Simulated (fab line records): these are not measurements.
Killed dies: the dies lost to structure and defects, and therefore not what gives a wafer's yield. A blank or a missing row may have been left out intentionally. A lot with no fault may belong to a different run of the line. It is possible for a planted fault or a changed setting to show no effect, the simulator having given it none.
Comparing a struck lot with a sound one    flow sky130    15 steps out of a route of 708
Sound: these wafers, L577.1, L577.4, L577.6. The struck wafers were L576.2, L576.3, L576.4. The cause comes at the end.
Order at every step that has rows: each side's tool, ch and its chambers, its first start. Under that, the readings that differ: sound wafers    struck wafers    difference of the means    sigmas: that difference in standard deviations of wafers without a fault.
alike: a reading whose means differ by less than 2 such deviations, as well as words and numbers matching on both sides. not compared: withheld readings; readings where some wafer has no value; bounds like >300 that might hide an equal value; numbers whose values overlap and for which the record gives no deviation.
Wherever a step has rows on one side only, a row that says differs or no value, or a row with sigmas, the two part there. Non-overlapping numbers with no deviation appear without sigmas and do not part them. Lack of a reading on every wafer of one side parts them only where that side has two or more wafers.

SKY_GATE_OXIDE_OVL_MEAS_10:
  sound: overlay-02 at day 18 16:27; struck: overlay-01 at day 18 15:14
  alike: GATE_OXIDE_OVL
then, 2 steps without rows for these wafers: SKY_GATE_OXIDE_IMPLANT_11; SKY_GATE_OXIDE_WET_ETCH_12 (etches SiO2 in dHF, target depth 16.8 nm, time 336 s).
SKY_GATE_OXIDE_STRIP_13: strips in O2/N2.
  sound on plasma-asher-04 ch 0,1, day 18 16:45; struck on plasma-asher-02 ch 0,1, day 18 15:31
  alike: drypump-motor-current-A, oes-product-au, strip-time-to-endpoint-s
  not compared: rf-hours-counter-h
SKY_GATE_OXIDE_TW_MEAS_14:
  sound: film-metro-04 at day 18 16:51; struck: film-metro-03 at day 18 15:38
  alike: GATE_OXIDE_TW
then, 3 steps without rows for these wafers: SKY_GATE_OXIDE_CLEAN_15 (cleans in SC1/SC2, time 150 s); SKY_GATE_OXIDE_OXIDATION_16 (stabilise 600 s, purge 300 s, target thk 3.57 nm); SKY_POLY_GATE_CVD_00 (deposits poly-Si, target thk 180 nm, time 720 s).
SKY_POLY_GATE_THK_MEAS_01:
  sound: film-metro-03 at day 18 22:02; struck: film-metro-02 at day 18 19:23
  alike: POLY_GATE_CVD_00_THK
then, 3 steps without rows for these wafers: SKY_RES_PROTECT_DEHYDRATE_00 (time 60 s); SKY_RES_PROTECT_HMDS_01 (prime time 60 s); SKY_RES_PROTECT_COAT_02 (resist thk 1140 nm).
SKY_RES_PROTECT_SOFTBAKE_03: time 60 s.
  sound on litho-track-01 ch 0, day 19 13:28; struck on litho-track-04 ch 0, day 19 10:29
reading           sound              struck             difference  sigmas
run-length-s (s)  88.83 88.95 88.96  92.87 92.82 92.80  +3.92       +15
then, 2 steps without rows for these wafers: SKY_RES_PROTECT_EXPOSE_04 (exposes mask RPM, target cd 1270 nm); SKY_PAD_OPEN_PROBE_99.

## WHERE THEY PART
SKY_RES_PROTECT_SOFTBAKE_03 only, going by this record.

WHY: whatever the simulator had introduced
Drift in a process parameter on litho-track-04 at SKY_RES_PROTECT_SOFTBAKE_03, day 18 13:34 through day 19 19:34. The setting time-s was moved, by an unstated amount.
